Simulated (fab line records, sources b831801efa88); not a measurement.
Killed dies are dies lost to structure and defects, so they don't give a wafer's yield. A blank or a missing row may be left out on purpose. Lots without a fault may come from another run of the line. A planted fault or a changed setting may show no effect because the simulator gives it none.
Chamber matching | flow sky130 | SKY_FIELD_ISO_ETCH_17 on rie_si-02: 4 sister chambers
The step etches Si in HBr/Cl2/O2, target depth 342 nm, time 97.7 s. 4 wafers are shown with their chamber, then 8 later ones without.

WAFERS WITH THEIR CHAMBER
wafer  | chamber | drypump_motor_current_A (A)
L969.3 | 2       | 4.9
L972.1 | 1       | 5.2
L972.3 | 0       | 6.0
L982.2 | 3       | 6.3

WAFERS WITHOUT THEIR CHAMBER
wafer  | drypump_motor_current_A (A)
L982.4 | 5.2
L982.6 | 6.0
L986.1 | 6.1
L986.5 | 6.3
L986.6 | 6.1
L984.1 | 5.2
L984.3 | 6.3
L984.5 | 5.2

WHICH CHAMBER EACH WENT THROUGH
wafer  | from the rows above | in truth
L982.4 | 1                   | 1
L982.6 | 0                   | 0
L986.1 | 0                   | 0
L986.5 | 3                   | 3
L986.6 | 0                   | 0
L984.1 | 1                   | 1
L984.3 | 3                   | 3
L984.5 | 1                   | 1
Placed correctly: 8 of 8. Can't be placed from these rows: 0. Placed wrongly: 0.
How it was worked out, from the rows above alone: a wafer's distance from a chamber is the root of the sum, over the readings, of the square of ((its reading less the chamber's mean) divided by the reading's scatter). The wafer belongs to the nearest chamber; if the next one is less than 2 further off, it can't be placed. A chamber's mean is the mean of its shown wafers. The scatter: with one shown wafer a chamber, the root of the mean of the squares of how far each hidden wafer lies from its nearest shown one.
